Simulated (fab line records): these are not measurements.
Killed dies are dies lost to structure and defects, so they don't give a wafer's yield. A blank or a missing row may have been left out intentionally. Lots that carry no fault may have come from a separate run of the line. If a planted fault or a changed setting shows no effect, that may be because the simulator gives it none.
fab line records -- flow sky130 -- part 2 of 2: steps 28 to 38 of 38
record lots=5, wafers=15, lastDay=50
route steps=708 shown CAP2M@619 METAL4@621 VIA4@639
lots untouched by any fault: they come from a run of this same line in which no faults occurred
startH: hours from the record's opening day to when the first of the lot's shown wafers began -- waitH: hours since the lot's step before -- " the same as in the row above -- L1.1+2: a single row standing in for several wafers -- - value missing, or start not given -- * or withheld: withheld -- < > ~ a bound
route shown NAME@n: a module of which the file shows steps, and the number in the route of the first -- usual: mean and standard deviation over wafers with no fault -- same: alike in all rows -- chamber/n: place in a boat -- sites: each site's reading -- _std_site: the values' standard deviation -- _edge_site: the outer-site mean with the inner-site mean subtracted -- radiusMm: how far each site lies from the wafer's centre -- mask NAME#n: copy n -- behind: the tool/chamber that last shaped the wafer -- hold: why the lot went on hold/how many hours it stayed there/how the hold came to an end -- device: transistor that didn't switch, given as n, p or np -- end of line: the same wafers' tests at the end of the route -- a step with no rows: only its recipe -- killed: at the first sort, the dies lost to defects and structure; wafer yield is something else -- map: dies across one wafer; x = killed, . = not, _ = none there
set.NAME: the run value of the setting; set.NAME@STEP: its run value at that earlier step -- model.NAME: the simulator's own value behind a step, which no gauge read
lots seen at some steps along the route; tables by step, rows by wafer
services: from which hour (startH, from the record's first day; less than 0 if before it) a tool's chamber was out of use, for how many hours, and why
## steps
# step SKY_VIA4_SOFTBAKE_07
# recipe tempC=90, timeS=60, resist=NOVOLAK
# usual heaterPowerTotalW=56.60/0.041
lot.wafer,tool,chamber,startH,waitH,heaterPowerTotalW
L084.1,lithoTrack-04,0,1064.38,0.1,56.64
L084.2,lithoTrack-04,0,1064.38,0.1,56.63
L084.3,lithoTrack-04,0,1064.38,0.1,56.56
L086.2,lithoTrack-03,0,1070.60,0.1,56.58
L086.4,lithoTrack-03,0,1070.60,0.1,56.59
L086.5,lithoTrack-03,0,1070.60,0.1,56.53
L089.3,lithoTrack-01,0,1090.87,0.1,56.59
L089.4,lithoTrack-01,0,1090.87,0.1,56.55
L089.5,lithoTrack-01,0,1090.87,0.1,56.61
L090.1,lithoTrack-03,0,1091.12,0.1,56.55
L090.3,lithoTrack-03,0,1091.12,0.1,56.64
L090.6,lithoTrack-03,0,1091.12,0.1,56.62
L097.1,lithoTrack-04,0,1129.48,0.1,56.61
L097.3,lithoTrack-04,0,1129.48,0.1,56.60
L097.6,lithoTrack-04,0,1129.48,0.1,56.50
# step SKY_VIA4_EXPOSE_08
# recipe maskId=VIM4, na=0.6, sourceShape=conventional, sigmaOuter=0.6, polarization=unpolarized, targetCdNm=800, doseMj=132
# usual focusOffsetNm=-0.1/0.52
# same na=0.6
lot.wafer,tool,chamber,startH,waitH,mask,focusOffsetNm
L084.1,ilineStepper-02,0,-,-,VIM4#0,-0.8
L084.2,ilineStepper-02,0,-,-,VIM4#0,-0.6
L084.3,ilineStepper-02,0,-,-,VIM4#0,-0.2
L086.2,ilineStepper-01,0,-,-,VIM4#0,0.1
L086.4,ilineStepper-01,0,-,-,VIM4#0,-0.2
L086.5,ilineStepper-01,0,-,-,VIM4#0,0.2
L089.3,ilineStepper-01,0,-,-,VIM4#0,-0.2
L089.4,ilineStepper-01,0,-,-,VIM4#0,0.5
L089.5,ilineStepper-01,0,-,-,VIM4#0,-0.1
L090.1,ilineStepper-02,0,-,-,VIM4#0,-0.2
L090.3,ilineStepper-02,0,-,-,VIM4#0,-0.2
L090.6,ilineStepper-02,0,-,-,VIM4#0,-0.3
L097.1,ilineStepper-01,0,-,-,VIM4#0,0.0
L097.3,ilineStepper-01,0,-,-,VIM4#0,0.2
L097.6,ilineStepper-01,0,-,-,VIM4#0,-0.5
# step SKY_VIA4_PEB_09
# recipe tempC=withheld, timeS=*, resist=NOVOLAK
lot.wafer,tool,chamber,startH,waitH
L084.1+2+3,lithoTrack-03,0,-,-
L086.2+4+5,lithoTrack-01,0,-,-
L089.3+4+5,lithoTrack-04,0,-,-
L090.1+3+6,lithoTrack-01,0,-,-
L097.1+3+6,lithoTrack-01,0,-,-
# step SKY_VIA4_DEVELOP_10
# recipe resist=NOVOLAK, developer=TMAH, developTimeS=60, devTempC=23
lot.wafer,tool,chamber,startH,waitH
L084.1+2+3,lithoTrack-03,0,1075.32,0.1
L086.2+4+5,lithoTrack-01,0,1081.05,0.1
L089.3+4+5,lithoTrack-04,0,1101.23,0.1
L090.1+3+6,lithoTrack-01,0,1101.37,0.1
L097.1+3+6,lithoTrack-01,0,1138.57,0.1
# step SKY_VIA4_OVL_MEAS_11
# usual VIA4_OVL=-0.1/1.6
lot.wafer,tool,chamber,startH,waitH,VIA4_OVL[nm]
L084.1,overlay-01,-,1075.47,0.1,-1.3
L084.2,overlay-01,-,1075.47,0.1,-1.9
L084.3,overlay-01,-,1075.47,0.1,-1.2
L086.2,overlay-01,-,1081.18,0.1,-0.3
L086.4,overlay-01,-,1081.18,0.1,0.8
L086.5,overlay-01,-,1081.18,0.1,-0.6
L089.3,overlay-01,-,1101.34,0.1,1.1
L089.4,overlay-01,-,1101.34,0.1,1.5
L089.5,overlay-01,-,1101.34,0.1,2.0
L090.1,overlay-02,-,1101.52,0.1,5.0
L090.3,overlay-02,-,1101.52,0.1,2.2
L090.6,overlay-02,-,1101.52,0.1,3.3
L097.1,overlay-01,-,1138.72,0.1,0.0
L097.3,overlay-01,-,1138.72,0.1,-0.2
L097.6,overlay-01,-,1138.72,0.1,-0.3
# step SKY_VIA4_ETCH_12
# recipe target=SiO2, chemistry=C4F8/O2/Ar, stopOn=TiN, maskMaterial=NOVOLAK, sourceW=1500, biasW=1200, pressureMtorr=40, c4f8FlowSccm=withheld, O2_flow_sccm=6, Ar_flow_sccm=300, timeS=withheld, targetDepthA=5800
# usual chamberPressureMTorr=40.00/0.038, oesProductAu=0.926/0.005
lot.wafer,tool,chamber,startH,waitH,chamberPressureMTorr,oesProductAu
L084.1,rieDiel-01,0,1075.51,0.0,40.03,0.924
L084.2,rieDiel-01,2,1075.51,0.0,39.96,0.918
L084.3,rieDiel-01,1,1075.51,0.0,40.02,0.919
L086.2,rieDiel-03,0,1081.21,0.0,40.02,0.925
L086.4,rieDiel-03,2,1081.21,0.0,40.00,0.932
L086.5,rieDiel-03,0,1081.21,0.0,40.05,0.929
L089.3,rieDiel-04,2,1101.37,0.0,40.03,0.926
L089.4,rieDiel-04,3,1101.37,0.0,40.04,0.921
L089.5,rieDiel-04,1,1101.37,0.0,39.99,0.922
L090.1,rieDiel-01,0,1101.56,0.0,40.06,0.933
L090.3,rieDiel-01,1,1101.56,0.0,39.99,0.928
L090.6,rieDiel-01,2,1101.56,0.0,39.95,0.918
L097.1,rieDiel-03,1,1138.76,0.0,39.98,0.927
L097.3,rieDiel-03,2,1138.76,0.0,40.04,0.919
L097.6,rieDiel-03,1,1138.76,0.0,39.97,0.924
# step SKY_VIA4_STRIP_13
# recipe chemistry=O2/N2, powerW=1400, pressureMtorr=1500, platenTempC=withheld, o2FlowSccm=3000, n2FlowSccm=300, overashFraction=0.5
# usual chamberPressureMTorr=1500.0/1.4, drypumpMotorCurrentA=5.84/0.1, n2FlowSccm=299.8/0.94, oesProductAu=0.710/0.0046, stripTimeToEndpointS=12.799/0.025
lot.wafer,tool,chamber,startH,waitH,chamberPressureMTorr,drypumpMotorCurrentA,n2FlowSccm,oesProductAu,rfHoursCounterH,stripTimeToEndpointS
L084.1,plasmaAsher-02,1,1075.58,-,1501.9,5.80,299.6,0.709,99,12.794
L084.2,plasmaAsher-02,0,1075.58,-,1500.0,5.70,299.4,0.713,99,12.785
L084.3,plasmaAsher-02,1,1075.58,-,1502.1,5.80,301.7,0.709,-,12.810
L086.2,plasmaAsher-02,0,1081.32,-,1501.0,5.72,298.3,0.708,99,12.795
L086.4,plasmaAsher-02,0,1081.32,-,1502.5,5.72,298.0,0.716,-,12.797
L086.5,plasmaAsher-02,1,1081.32,-,1500.4,5.78,300.0,0.702,-,12.804
L089.3,plasmaAsher-02,1,1101.47,-,1500.0,5.79,300.5,0.708,-,12.823
L089.4,plasmaAsher-02,0,1101.47,-,1500.8,5.72,299.7,0.711,-,12.796
L089.5,plasmaAsher-02,1,1101.47,-,1499.5,5.78,300.0,0.706,-,12.788
L090.1,plasmaAsher-01,1,1101.63,-,1501.1,5.94,301.3,0.710,36,12.801
L090.3,plasmaAsher-01,1,1101.63,-,1500.5,5.93,301.1,0.708,-,12.783
L090.6,plasmaAsher-01,1,1101.63,-,1500.3,5.93,300.7,0.705,-,12.789
L097.1,plasmaAsher-04,0,1138.83,-,1500.2,5.79,301.0,0.720,70,12.814
L097.3,plasmaAsher-04,0,1138.83,-,1498.9,5.82,301.3,0.704,-,12.799
L097.6,plasmaAsher-04,1,1138.83,-,1501.3,6.02,301.1,0.716,-,12.760
# step SKY_VIA4_STRIP_14
# recipe chemistry=postEtchResidueRemover, timeS=1200, tempC=72.5
lot.wafer,tool,chamber,startH,waitH
L084.1+2+3,wetBench-04,3,1075.68,0.1
L086.2+4+5,wetBench-04,3,1081.55,0.2
L089.3+4+5,wetBench-01,0,1101.54,0.0
L090.1+3+6,wetBench-04,3,1101.73,0.1
L097.1+3+6,wetBench-04,3,1138.93,0.1
# step SKY_VIA4_CLEAN_15
# recipe chemistry=IPA, timeS=180, tempC=25
lot.wafer,tool,chamber,startH,waitH
L084.1+2+3,wetBench-02,1,1076.05,0.0
L086.2+4+5,wetBench-01,0,1082.23,0.0
L089.3+4+5,wetBench-02,1,1101.88,0.0
L090.1+3+6,wetBench-02,2,1102.41,0.0
L097.1+3+6,wetBench-02,0,1139.30,0.0
# step SKY_VIA4_CLEAN_16
# recipe chemistry=O3/DIW, dry=n2Spin
lot.wafer,tool,chamber,startH,waitH
L084.1+2+3,wetBench-01,2,1076.11,0.0
L086.2+4+5,wetBench-04,0,1082.29,0.0
L089.3+4+5,wetBench-01,0,1101.94,0.0
L090.1+3+6,wetBench-04,0,1102.47,0.0
L097.1+3+6,wetBench-01,2,1139.37,0.0
# step SKY_VIA4_SPUTTER_17
# recipe material=TiN, targetThkNm=20, chamberPressurePa=5, powerW=4000, timeS=80
# usual throttleValvePct=30.1/0.95
lot.wafer,tool,chamber,startH,waitH,throttleValvePct
L084.1,pvdSputter-01,-,1076.20,0.0,31.1
L084.2,pvdSputter-01,-,1076.20,0.0,30.5
L084.3,pvdSputter-01,-,1076.20,0.0,31.3
L086.2,pvdSputter-01,-,1082.48,0.0,30.3
L086.4,pvdSputter-01,-,1082.48,0.0,31.0
L086.5,pvdSputter-01,-,1082.48,0.0,30.0
L089.3,pvdSputter-04,-,1102.03,0.0,31.5
L089.4,pvdSputter-04,-,1102.03,0.0,29.0
L089.5,pvdSputter-04,-,1102.03,0.0,29.4
L090.1,pvdSputter-03,-,1102.66,0.0,29.0
L090.3,pvdSputter-03,-,1102.66,0.0,30.4
L090.6,pvdSputter-03,-,1102.66,0.0,29.0
L097.1,pvdSputter-03,-,1139.46,0.0,30.5
L097.3,pvdSputter-03,-,1139.46,0.0,29.0
L097.6,pvdSputter-03,-,1139.46,0.0,29.1
## services
tool,chamber,startH,hours,kind
pvdSputter-01,-,1011.51,0.9,repair
pvdSputter-01,-,1013.53,1.3,repair
rieMetal-03,0,1021.99,3.2,repair
plasmaAsher-04,-,1030.86,0.5,repair
cmp-01,-,1034.50,0.5,repair
plasmaAsher-04,-,1037.45,2.8,pm
rieMetal-02,0,1037.48,9.4,repair
cmp-01,-,1037.71,2.5,repair
krfScanner-01,-,1047.90,0.9,repair
krfScanner-01,-,1055.83,0.4,repair
pvdSputter-03,-,1058.21,7.2,repair
rieDiel-01,-,1063.24,2.8,pm
krfScanner-01,-,1069.76,0.8,pm
pvdSputter-03,-,1076.68,0.8,repair
rieDiel-03,1,1080.54,6.2,repair
krfScanner-01,-,1081.60,1.0,pm
ilineStepper-01,-,1082.52,1.7,pm
krfScanner-01,-,1104.34,4.0,pm
cmp-01,-,1107.04,7.4,repair
rieDiel-03,0,1114.23,3.0,repair
krfScanner-01,-,1117.90,1.7,repair
rieDiel-01,-,1131.38,0.2,repair
krfScanner-01,-,1131.59,1.3,pm
krfScanner-01,-,1132.89,4.4,pm
